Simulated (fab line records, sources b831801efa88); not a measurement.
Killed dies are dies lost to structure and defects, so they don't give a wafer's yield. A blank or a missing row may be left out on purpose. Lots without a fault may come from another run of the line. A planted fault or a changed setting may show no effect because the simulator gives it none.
Which tool did it? | flow gf180mcu | 6 lots, 18 wafers sampled, at 2 steps of a route of 602

WHAT THE GAUGES READ, wafer by wafer
GF_V3_THK_MEAS_01.
lot  | measured     | on            | V3_CVD_00_THK (nm)
L442 | day 22 03:32 | film_metro-02 | 597 613 611
L444 | day 23 09:18 | film_metro-02 | 598 592 590
L447 | day 24 07:50 | film_metro-02 | 604 595 603
L449 | day 24 22:32 | film_metro-02 | 597 595 588
L459 | day 27 23:23 | film_metro-01 | 607 601 597
L461 | day 28 14:26 | film_metro-02 | 603 600 601

WHICH TOOL RAN EACH LOT (tool, then ch and the chambers of the sampled wafers, then the start)
lot  | GF_V2_SPUTTER_21
L442 | pvd_sputter-04, day 21 01:48
L444 | pvd_sputter-02, day 22 08:37
L447 | pvd_sputter-03, day 23 07:05
L449 | pvd_sputter-02, day 23 22:06
L459 | pvd_sputter-04, day 27 00:43
L461 | pvd_sputter-02, day 27 15:25
- GF_V2_SPUTTER_21: material Ti, target thk 15 nm, time 80.02 s.

THE ANSWER, worked out from the rows above alone
Rule: what is usual is taken from the lots themselves. Put in order of their means at a reading, lots are off if they are a third of the lots or fewer, leave a main group of 4 or more, and stand apart from it by a gap of 3 or more times the standard deviation of the main group's means; of several such gaps the widest counts. A main group whose means are all the same, to the digits that the tables above print for the reading, isn't used. A lot without any number at a reading at which 4 lots or more have one is off too. The other lots that the step has rows for count as sound.
No lot is off at any reading shown: from this, nothing can be told.

WHAT THE SIMULATOR HAD PUT IN
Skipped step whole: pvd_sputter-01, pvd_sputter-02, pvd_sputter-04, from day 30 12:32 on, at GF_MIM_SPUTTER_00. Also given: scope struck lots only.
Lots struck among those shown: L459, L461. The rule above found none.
